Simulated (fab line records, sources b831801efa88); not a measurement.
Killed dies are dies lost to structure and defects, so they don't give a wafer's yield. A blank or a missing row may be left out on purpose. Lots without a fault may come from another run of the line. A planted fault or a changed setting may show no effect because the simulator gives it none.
One fault seen from 2 desks | flow gf180mcu | each desk has only its own numbers; what lay behind them comes last

THE TOOL OWNER'S DESK: rie_diel-01
The tool's own readings at GF_POLY_GATE_ETCH_12 (etches BARC in N2/H2): means of the sampled wafers that have a number, for each lot that ran on this tool. A lot is out of limits, marked OUT, if its mean lies more than 4 standard deviations from the usual mean; the brackets give that distance.
Columns: A = drypump_motor_current_A at GF_POLY_GATE_ETCH_12, usual 5.9 A; B = oes_product_au at GF_POLY_GATE_ETCH_12, usual 0.735 a.u.; C = rf_fwd_power_W at GF_POLY_GATE_ETCH_12, usual 496.4 W; D = throttle_valve_pct at GF_POLY_GATE_ETCH_12, usual 13.214 %
lot  | first seen here | A   | B     | C               | D
L519 | day 9 10:58     | 5.6 | 0.734 | 495.6           | 13.215
L524 | day 10 17:07    | 5.6 | 0.734 | 495.4           | 13.215
L525 | day 11 03:01    | 5.5 | 0.735 | 495.2           | 13.215
L527 | day 11 11:16    | 5.5 | 0.735 | 429.0 (-34) OUT | 13.227
L529 | day 12 06:31    | 5.9 | 0.735 | 426.1 (-35) OUT | 13.205
L538 | day 14 21:17    | 5.5 | 0.733 | 496.5           | 13.205
This desk's finding: out of limits on L527, L529; first on L527, day 11 11:16 (rf_fwd_power_W at GF_POLY_GATE_ETCH_12). In limits: L519, L524, L525, L538.

THE METROLOGY DESK
What the gauges read, lot by lot, whatever tool the lot ran on: means of the sampled wafers that have a number. A lot is out of limits, marked OUT, if its mean lies more than 4 standard deviations from the usual mean; the brackets give that distance.
Columns: A = cd_nm at GF_POLY_GATE_CD_MEAS_18, usual 280.0 nm; B = PSD_TW at GF_PSD_TW_MEAS_11, usual 3172; C = SALICIDE_TIN_THK at GF_SALICIDE_THK_MEAS_05, usual 20.18 nm; D = V1_W_RS at GF_V1_RS_MEAS_24, usual 0.329 ohm/sq
lot  | first seen here | A     | B    | C     | D
L519 | day 9 12:37     | 281.5 | 3214 | 20.41 | 0.328
L524 | day 10 18:41    | 279.9 | 3212 | 20.04 | 0.327
L526 | day 11 04:51    | 277.9 | 3150 | 19.93 | 0.327
L525 | day 11 04:54    | 278.8 | 3154 | 19.83 | 0.333
L527 | day 11 12:54    | 282.1 | 3141 | 19.89 | 0.327
L528 | day 12 03:53    | 280.9 | 3166 | 20.20 | 0.328
L529 | day 12 10:22    | 282.2 | 3172 | 20.41 | 0.328
L536 | day 14 10:47    | 281.4 | 3148 | 20.09 | 0.326
L537 | day 14 17:34    | 279.1 | 3177 | 20.30 | 0.327
L538 | day 14 22:51    | 281.3 | 3154 | 19.99 | 0.327
L539 | day 15 10:37    | 281.3 | 3151 | 20.56 | 0.326
L541 | day 15 23:13    | 282.3 | 3204 | 20.47 | 0.331
L542 | day 16 01:23    | 279.7 | 3158 | 19.97 | 0.336
This desk's finding: nothing out of limits on any of the 13 lots.

PUT TOGETHER
The tool owner's desk could have raised an alarm at day 11 11:16, on L527, L529.
The metrology desk saw nothing out of limits.
The metrology desk has L527, L529 on record, within its limits.
Of the lots named, all ran GF_POLY_GATE_ETCH_12 on rie_diel-01.

WHAT THE SIMULATOR HAD PUT IN
Process parameter drift: rie_diel-01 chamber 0, from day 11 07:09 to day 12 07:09, at GF_POLY_GATE_ETCH_12. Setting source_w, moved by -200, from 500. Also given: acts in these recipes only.
Lots struck among those shown: L527, L529.
Hours from the fault's start to each desk's first reading out of limits: the tool owner's desk, 4.
